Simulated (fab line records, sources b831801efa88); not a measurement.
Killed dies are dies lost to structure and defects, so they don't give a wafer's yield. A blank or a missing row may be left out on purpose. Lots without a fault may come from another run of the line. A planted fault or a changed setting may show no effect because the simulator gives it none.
Tool commonality check | flow sky130 | 11 lots, 33 wafers sampled

WHY IT WAS OPENED
At SKY_POLY_GATE_THK_MEAS_01 the reading POLY_GATE_CVD_00_THK is flagged on 2 of 11 lots. Wafers without a fault read 179.8 nm, standard deviation 1.5.
Rule: a lot is flagged when every wafer of it that has a number lies more than 4 standard deviations from that mean, or none has a number. The other lots count as sound.

lot  | measured     | on            | POLY_GATE_CVD_00_THK (nm), wafer by wafer | flag
L431 | day 14 09:09 | film_metro-04 | 179.1 178.2 178.3                         |
L432 | day 14 19:01 | film_metro-04 | 179.5 177.1 179.9                         |
L433 | day 14 21:52 | film_metro-04 | 177.6 177.8 177.3                         |
L434 | day 15 06:04 | film_metro-04 | 182.0 181.2 180.3                         |
L435 | day 15 16:43 | film_metro-04 | 181.8 181.9 180.8                         |
L436 | day 15 21:16 | film_metro-02 | 179.7 180.0 178.8                         |
L438 | day 17 01:56 | film_metro-01 | 180.9 180.3 180.5                         |
L440 | day 17 12:23 | film_metro-02 | 182.7 181.1 181.2                         |
L443 | day 18 14:22 | film_metro-02 | 178.7 178.5 179.8                         |
L446 | day 19 11:03 | film_metro-04 | 138.8 138.9 139.6                         | FLAGGED
L447 | day 19 20:31 | film_metro-01 | 142.7 143.2 143.2                         | FLAGGED
The numbers of the flagged lots are 141.1 nm on average: -38.7 nm against the usual, or -26 standard deviations.

WHICH TOOL RAN EACH LOT
The record holds 1 process step before the reading, out of a route of 708 steps. In each cell: the tool, then ch and the chambers that the sampled wafers went through, then the start.
lot  | flag    | SKY_POLY_GATE_CVD_00
L431 |         | lpcvd-01 ch 1, day 14 07:57
L432 |         | lpcvd-01 ch 0, day 14 17:48
L433 |         | lpcvd-01 ch 0, day 14 20:38
L434 |         | lpcvd-01 ch 1, day 15 04:52
L435 |         | lpcvd-01 ch 1, day 15 15:31
L436 |         | lpcvd-01 ch 0, day 15 20:04
L438 |         | lpcvd-01 ch 1, day 17 00:43
L440 |         | lpcvd-01 ch 0, day 17 11:10
L443 |         | lpcvd-01 ch 1, day 18 13:09
L446 | FLAGGED | lpcvd-01 ch 0, day 19 09:50
L447 | FLAGGED | lpcvd-01 ch 1, day 19 18:42
What these steps do:
- SKY_POLY_GATE_CVD_00: deposits poly-Si, target thk 180 nm, time 720 s.
- SKY_POLY_GATE_THK_MEAS_01

FLAGGED OVER TOTAL, TOOL BY TOOL (the gauges that took the reading come last)
step                      | tool          | lots run | flagged | share of the flagged lots | sound lots run after its first flagged lot
SKY_POLY_GATE_CVD_00      | lpcvd-01      | 11       | 2       | all                       | 0
SKY_POLY_GATE_THK_MEAS_01 | film_metro-01 | 2        | 1       | some                      | 0
SKY_POLY_GATE_THK_MEAS_01 | film_metro-02 | 3        | 0       | none                      | -
SKY_POLY_GATE_THK_MEAS_01 | film_metro-04 | 6        | 1       | some                      | 0

WHAT THE TABLE ALLOWS
1 row of the table ran every flagged lot: lpcvd-01 at SKY_POLY_GATE_CVD_00.
- lpcvd-01 at SKY_POLY_GATE_CVD_00: 2 of its 11 lots flagged. Its last sound lot is L443 (day 18 13:09), its first flagged lot L446 (day 19 09:50): a fault that began between those two fits.
One tool is left: lpcvd-01 at SKY_POLY_GATE_CVD_00.

WHAT THE SIMULATOR HAD PUT IN
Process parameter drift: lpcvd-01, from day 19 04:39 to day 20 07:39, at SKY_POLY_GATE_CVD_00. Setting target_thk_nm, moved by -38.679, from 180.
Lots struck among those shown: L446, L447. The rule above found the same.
